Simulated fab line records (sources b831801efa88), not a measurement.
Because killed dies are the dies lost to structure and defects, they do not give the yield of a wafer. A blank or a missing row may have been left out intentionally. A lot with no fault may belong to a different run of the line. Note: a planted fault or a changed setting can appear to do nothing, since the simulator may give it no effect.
Which of the tools did it? ; flow sky130 ; 36 wafers from 12 lots sampled at 5 of the route's 708 steps

== WHAT THE GAUGES SHOWED, per wafer ==
Not one reading of a measure or inspect step in the record can be checked against a usual standard deviation.

== TOOL THAT RAN EACH LOT (tool first, then ch and the chambers of the sampled wafers, then the start) ==
lot;SKY_GATE_OXIDE_CLEAN_00;SKY_GATE_OXIDE_STRIP_13;SKY_RES_PROTECT_STRIP_07;SKY_LDD_LDN_STRIP_12;SKY_PAD_OPEN_PROBE_99
L905;wetBench-04 ch 2, day 13 00:57;plasmaAsher-03 ch 0,1, day 14 04:25;plasmaAsher-01 ch 0,1, day 15 09:20;plasmaAsher-04 ch 0,1, day 23 01:26;-
L906;wetBench-02 ch 2, day 13 06:53;plasmaAsher-01 ch 0,1, day 14 10:50;plasmaAsher-01 ch 0,1, day 15 22:02;plasmaAsher-04 ch 0, day 23 19:11;-
L907;wetBench-02 ch 1, day 13 17:02;plasmaAsher-01 ch 0, day 14 19:47;plasmaAsher-03 ch 0,1, day 16 08:58;plasmaAsher-01 ch 0,1, day 24 03:58;-
L908;wetBench-04 ch 1, day 13 20:36;plasmaAsher-03 ch 0,1, day 15 02:54;plasmaAsher-01 ch 0,1, day 16 09:44;plasmaAsher-04 ch 0,1, day 24 04:14;-
L911;wetBench-01 ch 0, day 15 03:53;plasmaAsher-01 ch 0,1, day 16 16:17;plasmaAsher-01 ch 0,1, day 18 07:56;plasmaAsher-02 ch 0,1, day 26 04:31;-
L912;wetBench-02 ch 1, day 15 09:38;plasmaAsher-02 ch 0,1, day 16 16:52;plasmaAsher-03 ch 0,1, day 18 08:14;plasmaAsher-01 ch 0,1, day 26 05:29;prober-02, day 48 03:40
L913;wetBench-02 ch 1, day 15 18:04;plasmaAsher-02 ch 0,1, day 17 00:37;plasmaAsher-03 ch 0, day 18 09:31;plasmaAsher-01 ch 0,1, day 26 09:20;prober-01, day 48 04:41
L922;wetBench-01 ch 0, day 19 00:29;plasmaAsher-01 ch 1, day 20 09:58;plasmaAsher-04 ch 0,1, day 21 19:53;plasmaAsher-04 ch 0,1, day 29 10:38;-
L924;wetBench-04 ch 1, day 19 08:53;plasmaAsher-02 ch 0,1, day 20 17:59;plasmaAsher-01 ch 1, day 22 04:19;plasmaAsher-04 ch 1, day 29 19:23;-
L925;wetBench-01 ch 1, day 19 20:22;plasmaAsher-03 ch 0,1, day 21 05:14;plasmaAsher-03 ch 0,1, day 22 14:22;plasmaAsher-01 ch 0,1, day 30 01:22;-
L926;wetBench-01 ch 0, day 20 07:10;plasmaAsher-02 ch 0,1, day 21 14:52;plasmaAsher-04 ch 0,1, day 22 23:36;plasmaAsher-01 ch 0,1, day 30 08:50;-
L927;wetBench-02 ch 1, day 20 14:08;plasmaAsher-03 ch 0,1, day 21 21:52;plasmaAsher-03 ch 0,1, day 23 06:36;plasmaAsher-04 ch 0,1, day 30 19:31;-
- SKY_GATE_OXIDE_CLEAN_00: cleans in SC1/SC2, time 150 s.
- SKY_GATE_OXIDE_STRIP_13: strips in O2/N2.
- SKY_RES_PROTECT_STRIP_07: strips in O2/N2.
- SKY_LDD_LDN_STRIP_12: strips in O2/N2.
- SKY_PAD_OPEN_PROBE_99

== AS READ BY THE TOOLS THEMSELVES (means over the sampled wafers that have a number; for cases with no such wafer, the mark the record gives instead) ==
SKY_GATE_OXIDE_CLEAN_00.
lot;tool;runLengthS (s)
L905;wetBench-04;183
L906;wetBench-02;176
L907;wetBench-02;174
L908;wetBench-04;174
L911;wetBench-01;176
L912;wetBench-02;59
L913;wetBench-02;52
L922;wetBench-01;184
L924;wetBench-04;183
L925;wetBench-01;174
L926;wetBench-01;177
L927;wetBench-02;174

SKY_GATE_OXIDE_STRIP_13.
lot;tool;drypumpMotorCurrentA (A);oesProductAu (a.u.);stripTimeToEndpointS (s)
L905;plasmaAsher-03;5.7;0.714;14.18
L906;plasmaAsher-01;6.0;0.715;14.19
L907;plasmaAsher-01;6.5;0.715;14.13
L908;plasmaAsher-03;5.6;0.713;14.15
L911;plasmaAsher-01;5.6;0.716;14.19
L912;plasmaAsher-02;5.7;0.717;14.19
L913;plasmaAsher-02;5.2;0.717;14.25
L922;plasmaAsher-01;5.0;0.716;14.20
L924;plasmaAsher-02;5.2;0.720;14.18
L925;plasmaAsher-03;5.7;0.712;14.20
L926;plasmaAsher-02;5.2;0.717;14.13
L927;plasmaAsher-03;5.7;0.714;14.14

SKY_RES_PROTECT_STRIP_07.
lot;tool;drypumpMotorCurrentA (A);oesProductAu (a.u.);stripTimeToEndpointS (s)
L905;plasmaAsher-01;6.0;0.515;23.13
L906;plasmaAsher-01;5.5;0.520;23.13
L907;plasmaAsher-03;5.7;0.520;23.11
L908;plasmaAsher-01;5.6;0.522;23.19
L911;plasmaAsher-01;6.0;0.518;23.22
L912;plasmaAsher-03;5.6;0.523;23.20
L913;plasmaAsher-03;5.4;0.517;23.14
L922;plasmaAsher-04;6.3;0.518;23.20
L924;plasmaAsher-01;5.0;0.520;23.13
L925;plasmaAsher-03;5.6;0.524;23.21
L926;plasmaAsher-04;6.3;0.520;23.14
L927;plasmaAsher-03;5.7;0.517;23.15

SKY_LDD_LDN_STRIP_12.
lot;tool;drypumpMotorCurrentA (A);oesProductAu (a.u.);stripTimeToEndpointS (s)
L905;plasmaAsher-04;6.3;0.715;14.26
L906;plasmaAsher-04;6.3;0.715;14.23
L907;plasmaAsher-01;5.6;0.720;14.17
L908;plasmaAsher-04;6.3;0.714;14.15
L911;plasmaAsher-02;5.7;0.714;14.15
L912;plasmaAsher-01;6.0;0.716;14.19
L913;plasmaAsher-01;5.6;0.716;14.14
L922;plasmaAsher-04;6.3;0.713;14.17
L924;plasmaAsher-04;6.2;0.716;14.11
L925;plasmaAsher-01;6.0;0.716;14.14
L926;plasmaAsher-01;5.5;0.717;14.25
L927;plasmaAsher-04;6.3;0.716;14.21

SKY_PAD_OPEN_PROBE_99.
lot;tool;killed_at_M0_to_M3;killed_at_M4_up;killedAtContacts;killedAtFrontEnd;killedAtOther;killedDies;killedOpen;killedShort
L912;prober-02;66;5.0;26;19;0.0;116;62;53
L913;prober-01;35;4.0;27;21;0.0;87;42;45

== THE ANSWER, worked out from the rows above alone ==
Rule: usual is defined by the lots themselves. Put in order of their means at a reading, lots are off if they are a third of the lots or fewer, leave a main group of 4 or more, and stand apart from it by a gap of 3 or more times the standard deviation of the main group's means; of several such gaps the widest counts. A main group is skipped when, at the precision printed for the reading in the tables above, its means are all equal. A lot without any number at a reading at which 4 lots or more have one is off too. The other lots that the step has rows for count as sound. Order of review: gauges by route order, followed by the tools' own readings, for which a lot's mean as printed above is used. At the first step where some lot is off, the reading lying furthest off is the one used; lots without a number count as furthest.
Off: L912, L913, at SKY_GATE_OXIDE_CLEAN_00 (runLengthS). The main group has a mean of 178 s with a standard deviation of 4.
If a tool, at that step or one of the process steps before it, ran each lot that is off and ran no sound lot following the first of them, it fits. None of those tried fits.

== WHAT WAS PUT IN BY THE SIMULATOR ==
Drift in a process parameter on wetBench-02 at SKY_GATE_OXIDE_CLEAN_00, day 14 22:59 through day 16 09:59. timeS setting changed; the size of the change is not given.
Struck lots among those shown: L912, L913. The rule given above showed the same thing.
